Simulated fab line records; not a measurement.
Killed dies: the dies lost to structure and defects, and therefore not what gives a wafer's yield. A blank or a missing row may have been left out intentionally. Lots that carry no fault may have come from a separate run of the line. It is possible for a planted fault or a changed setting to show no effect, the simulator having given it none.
2 desks looking at one fault | flow sky130 | what lay behind the numbers comes last; until then each desk has only its own

FROM THE METROLOGY DESK
Means of the sampled wafers that have a number, per lot and without regard to the tool the lot ran on: this is what the gauges read. Marked OUT: a lot whose mean sits more than 4 standard deviations from the usual mean, which makes it out of limits; the brackets give that distance.
Columns: A = METAL5_ALCU_RS at SKY_METAL5_RS_MEAS_05, usual 0.0271 ohm/sq
lot  | first seen here | A
L587 | day 43 04:55    | 0.0267
L588 | day 43 07:29    | 0.0270
L590 | day 44 01:25    | 0.0267
L592 | day 44 04:29    | 0.0267
L597 | day 45 15:48    | 0.0278
L598 | day 45 17:22    | 0.0273
L602 | day 46 16:38    | 0.0271
L603 | day 47 01:33    | 0.0272
L606 | day 48 02:58    | 0.0275
L609 | day 48 11:29    | 0.0268
L610 | day 48 18:15    | 0.0271
This desk's verdict: no lot among the 11 shows anything out of limits.

FOR THE TOOL OWNER'S DESK: rie-diel-01
The tool's own readings at SKY_PASSIVATION_ETCH_11 (etches the open film in CF4/O2, stops on AlCu, target depth 725 nm, time 161.1 s): means of the sampled wafers that have a number, for each lot that ran on this tool. Marked OUT: a lot whose mean sits more than 4 standard deviations from the usual mean, which makes it out of limits; the brackets give that distance.
Columns: A = drypump-motor-current-A at SKY_PASSIVATION_ETCH_11, usual 5.5 A; B = oes-product-au at SKY_PASSIVATION_ETCH_11, usual 0.978 a.u.; C = rf-fwd-power-W at SKY_PASSIVATION_ETCH_11, usual 796.9 W; D = throttle-valve-pct at SKY_PASSIVATION_ETCH_11, usual 5.963 %
lot  | first seen here | A   | B     | C               | D
L590 | day 45 22:43    | 5.2 | 0.982 | 796.9           | 5.967
L592 | day 46 00:01    | 5.5 | 0.984 | 798.2           | 5.963
L597 | day 47 10:22    | 5.3 | 0.978 | 840.5 (+16) OUT | 5.951
L602 | day 48 08:55    | 5.1 | 0.983 | 881.5 (+30) OUT | 5.975
This desk finds L597, L602 out of limits, L597 being first, at day 47 10:22 (rf-fwd-power-W at SKY_PASSIVATION_ETCH_11). Within limits: L590, L592.

TAKEN TOGETHER
On L597, L602, at day 47 10:22, an alarm was possible from the tool owner's desk.
Metrology desk: nothing out of limits seen.
The metrology desk holds a record of L597, L602, inside its limits.
SKY_PASSIVATION_ETCH_11 was run on rie-diel-01 by each of the lots named.

WHAT THE SIMULATOR HAD PUT IN
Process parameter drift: rie-diel-01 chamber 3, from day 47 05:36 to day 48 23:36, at SKY_PASSIVATION_ETCH_11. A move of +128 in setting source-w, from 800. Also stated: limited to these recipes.
Struck lots among those shown: L597, L602.
Time in hours from fault onset to the first out-of-limits reading at each desk: the tool owner's desk, 5.
